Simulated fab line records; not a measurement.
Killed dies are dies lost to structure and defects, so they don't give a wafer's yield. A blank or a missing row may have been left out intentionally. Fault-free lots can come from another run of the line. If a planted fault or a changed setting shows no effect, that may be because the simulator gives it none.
Problem report in the 8D (eight disciplines) form, filled by code :: flow sky130 :: the parts of the form that need people (team, actions taken, sign-off) are left out

1. WHAT WENT WRONG
Mean of oesProductAu at SKY_VIA3_ETCH_14: 0.893 a.u. over 2 wafers from 1 lot, against 0.854 a.u. (standard deviation 0.0053) on wafers with no fault. Relative to the usual mean, that is a shift of +7.5 standard deviations.
The step: etches BARC in N2/H2, stops on SiO2, time 45.9 s, target depth 60 nm.
Seen first at day 44 02:36 on rieDiel-03, wafer L736.2. The record holds 14 wafers of 5 lots with a number at this step. Rule for "out", or "out of limits": more than 4 standard deviations from the usual mean. All remaining wafers that have a number are taken as sound.

2. WHAT IT IS; WHAT IT IS NOT
question: which readings at this step
is: oesProductAu
is not: drypumpMotorCurrentA, throttleValvePct

question: which lots
is: L736
is not: L728, L729, L746, L748

question: which wafers of those lots
is: all that have a number
is not: -

question: read on which tools
is: rieDiel-03
is not: rieDiel-01, rieDiel-04

question: when
is: from day 44 02:36
is not: up to then (6 sound wafers); but 6 sound wafers of L746, L748 came after

3. WHAT RULES OUT EACH SUSPECT
Counting: a tool at a process step up to the reading stays a suspect if it ran every lot that is out and no sound lot after the first of them.
- cmp-01 at SKY_VIA3_CMP_02 (polishes SiO2): ruled out as a lasting fault. Following L736 (day 43 04:29), the first lot on it that is out, the sound lots L746 were run on it.
- rieDiel-03 at SKY_VIA3_ETCH_14 (etches BARC in N2/H2, stops on SiO2, time 45.9 s, target depth 60 nm): kept. It ran the lot that is out, L736 (day 44 02:36), and no sound lot after that; its last sound lot up to then is L729 (day 41 14:06). Its own readings are out on those wafers: oesProductAu.
Remaining after the count: rieDiel-03 at SKY_VIA3_ETCH_14.

4. THE CAUSE (what the simulator had put in)
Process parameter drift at SKY_VIA3_ETCH_14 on rieDiel-03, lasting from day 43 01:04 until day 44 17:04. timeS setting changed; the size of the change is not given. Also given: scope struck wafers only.
The count eliminated every tool but this one.

5. THE CHAIN OF EFFECTS, in route order
One row per reading whose mean, taken over the struck wafers that have a number, lies over 3 standard deviations from the usual. Only readings for which the record gives a usual standard deviation are gone through. hours: the time from each lot's start at the first step in this table that gives one to its start at this step, as a median over the lots. sigmas: the change in usual standard deviations.
hours: 0
step: SKY_VIA3_ETCH_14
reading: oesProductAu
usual: 0.854 a.u.
on struck wafers: 0.893
change: +0.039
sigmas: +7.5

hours: 0
step: SKY_VIA3_ETCH_14
reading: runLengthS
usual: 74.2 s
on struck wafers: 72.7
change: -1.5
sigmas: -3.0
It contains these process steps:
- SKY_VIA3_ETCH_14: etches BARC in N2/H2, stops on SiO2, time 45.9 s, target depth 60 nm.
Readings that are blank on the struck wafers while sound wafers have them: rfFwdPowerW at SKY_VIA3_ETCH_14.

6. HOW IT WOULD HAVE BEEN CAUGHT EARLIER
26 hours passed between the start of the fault at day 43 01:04 and the first reading out of limits in this record, taken at day 44 02:36.
